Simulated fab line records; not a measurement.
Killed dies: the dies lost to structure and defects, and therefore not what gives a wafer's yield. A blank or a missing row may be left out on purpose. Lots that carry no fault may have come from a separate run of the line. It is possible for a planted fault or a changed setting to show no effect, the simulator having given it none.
Which tool did it? / flow sky130 / Sampling: 13 lots, 39 wafers, 4 of 708 route steps

## WHAT EACH GAUGE READ, for each wafer
SKY_METAL4_OVL_MEAS_14. Usual: METAL4_OVL -2 nm, standard deviation 5.3.
lot=L670; measured=day 41 14:44; on=overlay-01; METAL4_OVL (nm)=-6 -12 -13; flag=
lot=L671; measured=day 41 18:18; on=overlay-01; METAL4_OVL (nm)=2 -2 2; flag=
lot=L673; measured=day 42 13:52; on=overlay-01; METAL4_OVL (nm)=-7 2 -4; flag=
lot=L675; measured=day 43 17:47; on=overlay-02; METAL4_OVL (nm)=0 0 -1; flag=
lot=L676; measured=day 43 18:14; on=overlay-01; METAL4_OVL (nm)=0 2 1; flag=
lot=L678; measured=day 44 02:09; on=overlay-02; METAL4_OVL (nm)=6 7 -2; flag=
lot=L677; measured=day 44 03:19; on=overlay-01; METAL4_OVL (nm)=-7 -11 -5; flag=
lot=L683; measured=day 45 22:26; on=overlay-01; METAL4_OVL (nm)=-2 2 -1; flag=
lot=L685; measured=day 46 05:29; on=overlay-01; METAL4_OVL (nm)=-1 6 5; flag=
lot=L686; measured=day 46 09:12; on=overlay-02; METAL4_OVL (nm)=2 4 4; flag=
lot=L689; measured=day 46 19:47; on=overlay-01; METAL4_OVL (nm)=-7 -2 -9; flag=
lot=L692; measured=day 47 19:26; on=overlay-01; METAL4_OVL (nm)=0 1 -7; flag=
lot=L693; measured=day 48 00:02; on=overlay-01; METAL4_OVL (nm)=-7 -7 -5; flag=

SKY_METAL5_RS_MEAS_05: measures by four-point-probe. Usual: METAL5_ALCU_RS 0.02707 ohm/sq, standard deviation 0.00028.
lot=L670; measured=day 42 16:56; on=film_metro-04; METAL5_ALCU_RS (ohm/sq)=0.02733 0.02733 0.02727; flag=
lot=L671; measured=day 42 20:21; on=film_metro-04; METAL5_ALCU_RS (ohm/sq)=0.02667 0.0271 0.02679; flag=
lot=L673; measured=day 43 14:48; on=film_metro-04; METAL5_ALCU_RS (ohm/sq)=0.02707 0.02676 0.02704; flag=
lot=L675; measured=day 44 19:26; on=film_metro-01; METAL5_ALCU_RS (ohm/sq)=0.02691 0.02738 0.02728; flag=
lot=L676; measured=day 44 19:56; on=film_metro-02; METAL5_ALCU_RS (ohm/sq)=0.02709 0.02669 0.027; flag=
lot=L678; measured=day 45 03:21; on=film_metro-01; METAL5_ALCU_RS (ohm/sq)=0.02711 0.02698 0.02762; flag=
lot=L677; measured=day 45 03:47; on=film_metro-04; METAL5_ALCU_RS (ohm/sq)=0.02675 0.02658 0.02677; flag=
lot=L683; measured=day 46 21:17; on=film_metro-02; METAL5_ALCU_RS (ohm/sq)=0.02705 0.02714 0.02728; flag=
lot=L685; measured=day 47 03:49; on=film_metro-01; METAL5_ALCU_RS (ohm/sq)=0.02736 0.027 0.02704; flag=
lot=L686; measured=day 47 07:53; on=film_metro-04; METAL5_ALCU_RS (ohm/sq)=0.02736 0.02731 0.02709; flag=
lot=L689; measured=day 47 19:14; on=film_metro-04; METAL5_ALCU_RS (ohm/sq)=0.02699 0.02756 0.02692; flag=
lot=L692; measured=day 48 17:49; on=film_metro-02; METAL5_ALCU_RS (ohm/sq)=0.02644 0.02682 0.02687; flag=
lot=L693; measured=day 48 20:55; on=film_metro-04; METAL5_ALCU_RS (ohm/sq)=0.02679 0.02699 0.02739; flag=

## TOOL THAT RAN EACH LOT (tool first, then ch and the chambers of the sampled wafers, then the start)
lot=L670; SKY_LOCAL_INTERCONNECT_METAL_ETCH_14=rie_metal-03 ch 0,1, day 30 03:35; SKY_CAP2M_STRIP_14=plasma_asher-02 ch 0,1, day 40 13:05
lot=L671; SKY_LOCAL_INTERCONNECT_METAL_ETCH_14=rie_metal-01 ch 0,1, day 30 09:03; SKY_CAP2M_STRIP_14=plasma_asher-04 ch 0,1, day 40 17:58
lot=L673; SKY_LOCAL_INTERCONNECT_METAL_ETCH_14=rie_metal-01 ch 0,1, day 31 05:23; SKY_CAP2M_STRIP_14=plasma_asher-04 ch 0,1, day 41 13:10
lot=L675; SKY_LOCAL_INTERCONNECT_METAL_ETCH_14=rie_metal-01 ch 0,1, day 32 12:32; SKY_CAP2M_STRIP_14=plasma_asher-01 ch 0,1, day 42 18:26
lot=L676; SKY_LOCAL_INTERCONNECT_METAL_ETCH_14=rie_metal-02 ch 0,1, day 32 16:08; SKY_CAP2M_STRIP_14=plasma_asher-04 ch 1, day 42 18:44
lot=L678; SKY_LOCAL_INTERCONNECT_METAL_ETCH_14=rie_metal-01 ch 1, day 33 01:50; SKY_CAP2M_STRIP_14=plasma_asher-01 ch 0,1, day 43 02:36
lot=L677; SKY_LOCAL_INTERCONNECT_METAL_ETCH_14=rie_metal-03 ch 1, day 33 02:48; SKY_CAP2M_STRIP_14=plasma_asher-04 ch 0,1, day 43 03:45
lot=L683; SKY_LOCAL_INTERCONNECT_METAL_ETCH_14=rie_metal-03 ch 0,1, day 35 08:20; SKY_CAP2M_STRIP_14=plasma_asher-01 ch 0,1, day 45 00:13
lot=L685; SKY_LOCAL_INTERCONNECT_METAL_ETCH_14=rie_metal-02 ch 0,1, day 35 16:50; SKY_CAP2M_STRIP_14=plasma_asher-01 ch 0,1, day 45 08:11
lot=L686; SKY_LOCAL_INTERCONNECT_METAL_ETCH_14=rie_metal-03 ch 0,1, day 35 22:22; SKY_CAP2M_STRIP_14=plasma_asher-04 ch 0,1, day 45 11:49
lot=L689; SKY_LOCAL_INTERCONNECT_METAL_ETCH_14=rie_metal-02 ch 0,1, day 36 08:14; SKY_CAP2M_STRIP_14=plasma_asher-04 ch 0,1, day 45 22:14
lot=L692; SKY_LOCAL_INTERCONNECT_METAL_ETCH_14=rie_metal-01 ch 0,1, day 37 17:44; SKY_CAP2M_STRIP_14=plasma_asher-01 ch 0,1, day 46 23:05
lot=L693; SKY_LOCAL_INTERCONNECT_METAL_ETCH_14=rie_metal-02 ch 1, day 37 20:12; SKY_CAP2M_STRIP_14=plasma_asher-02 ch 0,1, day 47 03:45
- SKY_LOCAL_INTERCONNECT_METAL_ETCH_14: etches TiN in Cl2/BCl3, stops on PSG, target depth 110 nm, time 31.4 s.
- SKY_CAP2M_STRIP_14: strips in O2/N2.

## AS READ BY THE TOOLS THEMSELVES (means over the sampled wafers that have a number; for cases with no such wafer, the mark the record gives instead)
SKY_LOCAL_INTERCONNECT_METAL_ETCH_14. Usual: drypump_motor_current_A 6.2 A, standard deviation 0.36; oes_product_au 0.943 a.u., standard deviation 0.0087; throttle_valve_pct 21.901 %, standard deviation 0.011.
lot=L670; tool=rie_metal-03; drypump_motor_current_A (A)=6.2; oes_product_au (a.u.)=0.947; throttle_valve_pct (%)=21.899; flag=
lot=L671; tool=rie_metal-01; drypump_motor_current_A (A)=6.2; oes_product_au (a.u.)=0.949; throttle_valve_pct (%)=21.901; flag=
lot=L673; tool=rie_metal-01; drypump_motor_current_A (A)=5.9; oes_product_au (a.u.)=0.954; throttle_valve_pct (%)=21.899; flag=
lot=L675; tool=rie_metal-01; drypump_motor_current_A (A)=5.9; oes_product_au (a.u.)=0.949; throttle_valve_pct (%)=21.888; flag=
lot=L676; tool=rie_metal-02; drypump_motor_current_A (A)=6.0; oes_product_au (a.u.)=0.943; throttle_valve_pct (%)=21.904; flag=
lot=L678; tool=rie_metal-01; drypump_motor_current_A (A)=6.4; oes_product_au (a.u.)=0.946; throttle_valve_pct (%)=21.890; flag=
lot=L677; tool=rie_metal-03; drypump_motor_current_A (A)=6.7; oes_product_au (a.u.)=0.935; throttle_valve_pct (%)=21.906; flag=
lot=L683; tool=rie_metal-03; drypump_motor_current_A (A)=6.5; oes_product_au (a.u.)=0.953; throttle_valve_pct (%)=21.896; flag=
lot=L685; tool=rie_metal-02; drypump_motor_current_A (A)=6.2; oes_product_au (a.u.)=0.935; throttle_valve_pct (%)=21.906; flag=
lot=L686; tool=rie_metal-03; drypump_motor_current_A (A)=6.2; oes_product_au (a.u.)=0.926; throttle_valve_pct (%)=21.914; flag=
lot=L689; tool=rie_metal-02; drypump_motor_current_A (A)=6.0; oes_product_au (a.u.)=0.931; throttle_valve_pct (%)=21.898; flag=
lot=L692; tool=rie_metal-01; drypump_motor_current_A (A)=6.1; oes_product_au (a.u.)=0.942; throttle_valve_pct (%)=21.909; flag=
lot=L693; tool=rie_metal-02; drypump_motor_current_A (A)=6.4; oes_product_au (a.u.)=0.945; throttle_valve_pct (%)=21.907; flag=

SKY_CAP2M_STRIP_14. Usual: drypump_motor_current_A 6.0 A, standard deviation 0.68; oes_product_au 0.711 a.u., standard deviation 0.0045; strip_time_to_endpoint_s 12.68 s, standard deviation 0.04.
lot=L670; tool=plasma_asher-02; drypump_motor_current_A (A)=5.7; oes_product_au (a.u.)=0.711; strip_time_to_endpoint_s (s)=12.70; flag=
lot=L671; tool=plasma_asher-04; drypump_motor_current_A (A)=6.7; oes_product_au (a.u.)=0.711; strip_time_to_endpoint_s (s)=12.67; flag=
lot=L673; tool=plasma_asher-04; drypump_motor_current_A (A)=6.6; oes_product_au (a.u.)=0.708; strip_time_to_endpoint_s (s)=12.76; flag=
lot=L675; tool=plasma_asher-01; drypump_motor_current_A (A)=5.7; oes_product_au (a.u.)=0.711; strip_time_to_endpoint_s (s)=12.69; flag=
lot=L676; tool=plasma_asher-04; drypump_motor_current_A (A)=6.7; oes_product_au (a.u.)=0.712; strip_time_to_endpoint_s (s)=12.69; flag=
lot=L678; tool=plasma_asher-01; drypump_motor_current_A (A)=5.8; oes_product_au (a.u.)=0.710; strip_time_to_endpoint_s (s)=12.69; flag=
lot=L677; tool=plasma_asher-04; drypump_motor_current_A (A)=6.6; oes_product_au (a.u.)=0.712; strip_time_to_endpoint_s (s)=12.64; flag=
lot=L683; tool=plasma_asher-01; drypump_motor_current_A (A)=5.8; oes_product_au (a.u.)=0.712; strip_time_to_endpoint_s (s)=12.65; flag=
lot=L685; tool=plasma_asher-01; drypump_motor_current_A (A)=5.2; oes_product_au (a.u.)=0.711; strip_time_to_endpoint_s (s)=12.65; flag=
lot=L686; tool=plasma_asher-04; drypump_motor_current_A (A)=6.6; oes_product_au (a.u.)=0.712; strip_time_to_endpoint_s (s)=12.68; flag=
lot=L689; tool=plasma_asher-04; drypump_motor_current_A (A)=6.7; oes_product_au (a.u.)=0.711; strip_time_to_endpoint_s (s)=12.69; flag=
lot=L692; tool=plasma_asher-01; drypump_motor_current_A (A)=5.2; oes_product_au (a.u.)=0.709; strip_time_to_endpoint_s (s)=12.71; flag=
lot=L693; tool=plasma_asher-02; drypump_motor_current_A (A)=5.7; oes_product_au (a.u.)=0.713; strip_time_to_endpoint_s (s)=12.68; flag=

## THE ANSWER, worked out from the rows above alone
Rule: take the mean of a lot's wafers that have a number; if it is more than 3 standard deviations from the usual mean, the lot is off. Also off: a lot with no number at a reading for which 4 or more lots have one. All remaining lots with rows at the step are treated as sound. The gauges are gone through in route order, then the tools' own readings, and for those a lot's mean is taken as printed above. The first step at which some lot is off is used, and at that step the reading that is off furthest; a lot without a number counts as furthest.
Across all readings shown, no lot is off: no conclusion can be drawn from this.

## WHAT THE SIMULATOR HAD PUT IN
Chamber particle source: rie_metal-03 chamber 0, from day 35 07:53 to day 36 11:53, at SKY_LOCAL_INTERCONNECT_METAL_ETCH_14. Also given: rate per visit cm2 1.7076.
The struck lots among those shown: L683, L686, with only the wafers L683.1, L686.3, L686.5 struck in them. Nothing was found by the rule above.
